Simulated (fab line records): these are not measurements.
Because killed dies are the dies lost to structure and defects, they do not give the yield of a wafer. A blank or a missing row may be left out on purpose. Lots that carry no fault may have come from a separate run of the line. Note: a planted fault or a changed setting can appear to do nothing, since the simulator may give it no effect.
Chamber matching / flow sky130 / 4 sister chambers for SKY_LI_CONTACT_CMP_24 on cmp-01
The step polishes, stops on PSG, t overpolish 20 s, target thk 0 nm. 4 wafers are shown with their chamber, then 6 later ones without.

EACH WAFER AND ITS CHAMBER
wafer=L945.2; chamber=0; motorCurrentA (A)=10.6
wafer=L948.1; chamber=3; motorCurrentA (A)=13.1
wafer=L948.4; chamber=2; motorCurrentA (A)=11.6
wafer=L948.5; chamber=1; motorCurrentA (A)=9.6

WAFERS MISSING THEIR CHAMBER
wafer=L951.1; motorCurrentA (A)=11.0
wafer=L951.3; motorCurrentA (A)=9.5
wafer=L951.6; motorCurrentA (A)=9.7
wafer=L950.1; motorCurrentA (A)=9.5
wafer=L950.5; motorCurrentA (A)=12.9
wafer=L950.6; motorCurrentA (A)=10.9

CHAMBER TAKEN BY EACH
wafer=L951.1; from the rows above=can't be placed: 0 or 2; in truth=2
wafer=L951.3; from the rows above=1; in truth=1
wafer=L951.6; from the rows above=1; in truth=1
wafer=L950.1; from the rows above=1; in truth=1
wafer=L950.5; from the rows above=3; in truth=3
wafer=L950.6; from the rows above=can't be placed: 0 or 2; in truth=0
Correct placement for 4 of the 6. Unplaceable from these rows: 2, with the true chamber sitting among the candidates in 2. 0 placed wrongly.
How it was worked out, from the rows above alone: a wafer's distance from a chamber is the root of the sum, over the readings, of the square of ((its reading less the chamber's mean) divided by the reading's scatter). If the next closest chamber is less than 2 further off than the closest, the wafer can't be placed; otherwise it belongs to the closest. The mean given for a chamber averages the wafers shown for that chamber. The scatter: root of mean squared gap, hidden wafer to nearest shown wafer, with one shown wafer a chamber.
